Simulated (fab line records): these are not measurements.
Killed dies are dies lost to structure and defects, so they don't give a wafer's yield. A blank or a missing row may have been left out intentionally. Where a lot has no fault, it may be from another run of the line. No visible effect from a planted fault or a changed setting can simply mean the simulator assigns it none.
Which of the tools did it? | flow sky130 | 13 lots with 39 wafers sampled at 4 steps, on a route of 708 steps

== WHAT THE GAUGES READ, wafer by wafer ==
SKY_VT_ADJUST_HVTP_TW_MEAS_11.
lot  | measured     | on            | VT_ADJUST_HVTP_TW
L928 | day 6 01:02  | film-metro-01 | 1353 1348 1350
L930 | day 6 20:31  | film-metro-04 | 1363 1353 1354
L933 | day 7 11:33  | film-metro-04 | 1366 1362 1370
L932 | day 7 12:49  | film-metro-04 | 1369 1366 1363
L934 | day 7 18:41  | film-metro-01 | 1363 1362 1355
L935 | day 8 00:10  | film-metro-03 | 1369 1369 1374
L938 | day 8 17:40  | film-metro-01 | 1356 1362 1357
L939 | day 9 00:41  | film-metro-01 | 1357 1360 1371
L942 | day 9 19:52  | film-metro-01 | 1361 1359 1355
L943 | day 10 00:05 | film-metro-01 | 1366 1365 1366
L946 | day 10 19:25 | film-metro-01 | 1328 1335 1327
L948 | day 11 07:20 | film-metro-01 | 1331 1338 1332
L951 | day 12 05:52 | film-metro-01 | 1365 1360 1362

SKY_METAL1_OVL_MEAS_16.
lot  | measured     | on         | METAL1_OVL (nm)
L928 | day 32 14:34 | overlay-01 | -6 -3 -10
L930 | day 33 23:21 | overlay-01 | -5 0 -12
L933 | day 34 13:17 | overlay-01 | 5 4 5
L932 | day 34 19:56 | overlay-02 | 4 -1 1
L934 | day 35 00:56 | overlay-02 | -4 -4 -2
L935 | day 35 13:23 | overlay-02 | -4 -5 -4
L938 | day 36 02:24 | overlay-01 | 9 4 3
L939 | day 36 12:41 | overlay-01 | 1 8 2
L942 | day 37 15:13 | overlay-02 | 2 -1 -5
L943 | day 37 14:35 | overlay-01 | 1 -3 -5
L946 | day 38 11:40 | overlay-02 | -3 1 2
L948 | day 39 03:50 | overlay-01 | -4 -7 -1
L951 | day 39 22:45 | overlay-02 | -6 -1 -4

== WHICH TOOL RAN EACH LOT (tool, then ch and the chambers of the sampled wafers, then the start) ==
lot  | SKY_VT_ADJUST_HVTP_IMPLANT_09   | SKY_METAL1_SPUTTER_01
L928 | implanter-01 ch 0, day 6 00:49  | pvd-sputter-02, day 31 11:48
L930 | implanter-02 ch 0, day 6 20:16  | pvd-sputter-04, day 32 21:30
L933 | implanter-02 ch 0, day 7 11:21  | pvd-sputter-02, day 33 10:53
L932 | implanter-03 ch 0, day 7 12:35  | pvd-sputter-04, day 33 17:28
L934 | implanter-03 ch 0, day 7 18:27  | pvd-sputter-04, day 33 22:28
L935 | implanter-01 ch 0, day 7 23:56  | pvd-sputter-01, day 34 11:02
L938 | implanter-01 ch 0, day 8 17:25  | pvd-sputter-04, day 35 01:26
L939 | implanter-01 ch 0, day 9 00:27  | pvd-sputter-04, day 35 10:10
L942 | implanter-02 ch 0, day 9 19:37  | pvd-sputter-02, day 36 12:50
L943 | implanter-02 ch 0, day 9 23:52  | pvd-sputter-04, day 36 11:54
L946 | implanter-02 ch 0, day 10 19:10 | pvd-sputter-02, day 37 10:11
L948 | implanter-02 ch 0, day 11 07:06 | pvd-sputter-04, day 38 02:10
L951 | implanter-03 ch 0, day 12 05:37 | pvd-sputter-02, day 38 21:50
- SKY_VT_ADJUST_HVTP_IMPLANT_09
- SKY_METAL1_SPUTTER_01: material TiN, target thk 20 nm, time 16.7 s.

== AS READ BY THE TOOLS THEMSELVES (means over the sampled wafers that have a number; for cases with no such wafer, the mark the record gives instead) ==
SKY_VT_ADJUST_HVTP_IMPLANT_09.
lot  | tool         | beam-energy-keV
L928 | implanter-01 | 150.01
L930 | implanter-02 | 150.01
L933 | implanter-02 | 149.98
L932 | implanter-03 | 149.90
L934 | implanter-03 | 149.98
L935 | implanter-01 | 149.99
L938 | implanter-01 | 149.97
L939 | implanter-01 | 150.04
L942 | implanter-02 | 150.02
L943 | implanter-02 | 150.03
L946 | implanter-02 | 137.05
L948 | implanter-02 | 137.06
L951 | implanter-03 | 149.93

SKY_METAL1_SPUTTER_01.
lot  | tool           | throttle-valve-pct (%)
L928 | pvd-sputter-02 | 30.4
L930 | pvd-sputter-04 | 30.5
L933 | pvd-sputter-02 | 30.7
L932 | pvd-sputter-04 | 30.3
L934 | pvd-sputter-04 | 30.4
L935 | pvd-sputter-01 | 31.3
L938 | pvd-sputter-04 | 30.8
L939 | pvd-sputter-04 | 30.1
L942 | pvd-sputter-02 | 31.1
L943 | pvd-sputter-04 | 30.4
L946 | pvd-sputter-02 | 31.2
L948 | pvd-sputter-04 | 30.1
L951 | pvd-sputter-02 | 30.7

== THE ANSWER, worked out from the rows above alone ==
Rule: usual is defined by the lots themselves. Put in order of their means at a reading, lots are off if they are a third of the lots or fewer, leave a main group of 4 or more, and stand apart from it by a gap of 3 or more times the standard deviation of the main group's means; of several such gaps the widest counts. Not used: any main group whose means are identical at the precision the tables above print for the reading. Also off: a lot with no number at a reading for which 4 or more lots have one. All remaining lots with rows at the step are treated as sound. The gauges are gone through in route order, then the tools' own readings, and for those a lot's mean is taken as printed above. The first step at which some lot is off is used, and at that step the reading that is off furthest; a lot without a number counts as furthest.
Off: L946, L948, at SKY_VT_ADJUST_HVTP_TW_MEAS_11 (VT_ADJUST_HVTP_TW). Main group: mean 1362, sd 5.3.
A tool fits if, at a process step before that reading, it ran every lot that is off, and no sound lot after the first of them. Not tried: the gauges at SKY_VT_ADJUST_HVTP_TW_MEAS_11; whatever is off there is also off at SKY_VT_ADJUST_HVTP_IMPLANT_09, on other tools, and gauge error can't account for it. One candidate fits, namely implanter-02 at SKY_VT_ADJUST_HVTP_IMPLANT_09. A fault onset in the window from L943 (day 9 23:52, its last sound lot) to L946 (day 10 19:10, its first lot off) fits.
The tool's own readings at SKY_VT_ADJUST_HVTP_IMPLANT_09 bear it out: on the lots that are off they differ by more than 5 times the standard deviation of the sound lots' means. beam-energy-keV reads 137.06 there against 149.99 on the sound lots.

== WHAT HAD BEEN PUT IN BY THE SIMULATOR ==
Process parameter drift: implanter-02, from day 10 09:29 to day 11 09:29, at SKY_VT_ADJUST_HVTP_IMPLANT_09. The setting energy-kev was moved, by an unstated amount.
Struck lots among those shown: L946, L948. The rule above found the same.
